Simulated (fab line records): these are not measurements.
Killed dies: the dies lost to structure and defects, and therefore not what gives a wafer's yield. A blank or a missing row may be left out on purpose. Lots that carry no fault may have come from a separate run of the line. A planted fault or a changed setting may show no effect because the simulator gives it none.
A struck lot beside a sound one | flow gf180mcu | 18 out of 602 route steps
Sound: wafers L405.3, L405.4, L405.5. Struck: wafers L409.3, L409.5 (left out: L409.2, a lot-mate that was not struck); the cause follows at the end.
Per side, at each step with rows, come the tool, then ch with its chambers, and then its first start. Under that, the readings that differ: sound wafers | struck wafers | difference of the means | sigmas: that difference in standard deviations of wafers without a fault.
alike: words and numbers the same on both sides, and readings whose means are apart by under 2 such deviations; not compared: readings that were withheld, readings missing a value for some wafer, numbers with overlapping values and no deviation given by the record, and bounds like >300 which may hide the same value.
The two part at a step that has a row with sigmas, a row that says differs or no value, or rows on one side only. Non-overlapping numbers with no deviation appear without sigmas and do not part them. A reading missing from all wafers of one side parts the sides only when that side holds two or more wafers.

first, 2 steps without rows for these wafers: GF_CONTACT_PEB_12 (peb time 90 s); GF_CONTACT_DEVELOP_13 (develop time 60 s).
GF_CONTACT_CD_MEAS_14: target cd 220 nm.
  sound on cd-sem-01, day 20 05:55; struck on cd-sem-02, day 21 17:07
  alike: cd-nm
GF_CONTACT_OVL_MEAS_15:
  sound on overlay-01, day 20 06:00; struck on overlay-01, day 21 17:14
  reading          | sound      | struck | difference | sigmas
  CONTACT_OVL (nm) | -10 -10 -6 | 2 5    | +12        | +2
GF_CONTACT_ETCH_16: etches BARC in N2/H2.
  sound on rie-diel-04 ch 0,1,2, day 20 06:01; struck on rie-diel-03 ch 0,2, day 21 17:16
  alike: drypump-motor-current-A, oes-product-au, rf-fwd-power-W, throttle-valve-pct
GF_CONTACT_ETCH_17: etches SiO2 in C4F8/O2/Ar, stops on CoSi2, target depth 860 nm.
  sound on rie-diel-04 ch 0,1,2; struck on rie-diel-03 ch 0,2
  alike: oes-product-au, rf-fwd-power-W
GF_CONTACT_STRIP_18: strips in O2/N2.
  sound on plasma-asher-03 ch 0,1, day 20 06:13; struck on plasma-asher-01 ch 0, day 21 17:25
  alike: drypump-motor-current-A, heater-power-w, oes-product-au
  not compared: rf-hours-counter-h
then, 3 steps without rows for these wafers: GF_CONTACT_CLEAN_19 (cleans in SPM); GF_CONTACT_CLEAN_20 (cleans in DIW); GF_CONTACT_CLEAN_21 (cleans in dHF, time 20 s).
GF_CONTACT_SPUTTER_22: material Ti, target thk 15 nm, time 80.02 s.
  sound on pvd-sputter-02, day 20 06:35; struck on pvd-sputter-03, day 21 17:43
  alike: throttle-valve-pct
then, 1 step without rows for these wafers: GF_CONTACT_SPUTTER_23 (material TiN, target thk 10 nm, time 40 s).
GF_CONTACT_CVD_24: deposits W, target thk 300 nm, time 90.339 s.
  sound on cvd-w-02 ch 0,1, day 20 06:43; struck on cvd-w-01 ch 0, day 21 17:49
  reading                               | sound             | struck      | difference | sigmas
  model.W_of_CONTACT_CVD_24.thk-nm (nm) | 294.1 300.4 298.2 | 247.6 247.5 | -50.0      |
  alike: chamber-pressure-Torr, heater-power-w
GF_CONTACT_RS_MEAS_25: measurement is done with a four-point probe.
  sound on film-metro-02, day 20 06:49; struck on film-metro-02, day 21 17:56
  reading               | sound             | struck      | difference | sigmas
  CONTACT_W_RS (ohm/sq) | 0.391 0.383 0.385 | 0.464 0.465 | +0.078     | +18
GF_CONTACT_THK_MEAS_26: measures by xrf.
  sound on film-metro-02, day 20 06:55; struck on film-metro-02, day 21 18:03
  reading            | sound       | struck  | difference | sigmas
  CONTACT_W_THK (nm) | 293 300 297 | 246 246 | -51        | -14
GF_CONTACT_CMP_27: polishes, stops on SiO2, t overpolish 15 s, target thk 0 nm.
  sound on cmp-02 ch 0,2, day 20 07:01; struck on cmp-01 ch 2, day 21 18:09
  reading                | sound    | struck | difference | sigmas
  time-to-endpoint-s (s) | 75 77 77 | 61 59  | -16        | -5
  alike: motor-current-A
GF_M1_SPUTTER_00: material Ti, target thk 37.5 nm, time 150 s.
  sound on pvd-sputter-03, day 20 07:16; struck on pvd-sputter-01, day 21 18:24
  alike: throttle-valve-pct
-- the record jumps here: 12 days lie between the struck wafers' starts before and after (it left off in module M1 and takes up again in module PASSIVATION, whose first step shown is number 602 of the route) --
GF_PASSIVATION_PROBE_99:
  the record has rows for the struck wafers here (prober-02, day 33 07:43) and none for the sound ones

== WHERE THEY PART ==
At GF_CONTACT_OVL_MEAS_15 first; at GF_PASSIVATION_PROBE_99 last (within this record only).

WHY: what the simulator had put in
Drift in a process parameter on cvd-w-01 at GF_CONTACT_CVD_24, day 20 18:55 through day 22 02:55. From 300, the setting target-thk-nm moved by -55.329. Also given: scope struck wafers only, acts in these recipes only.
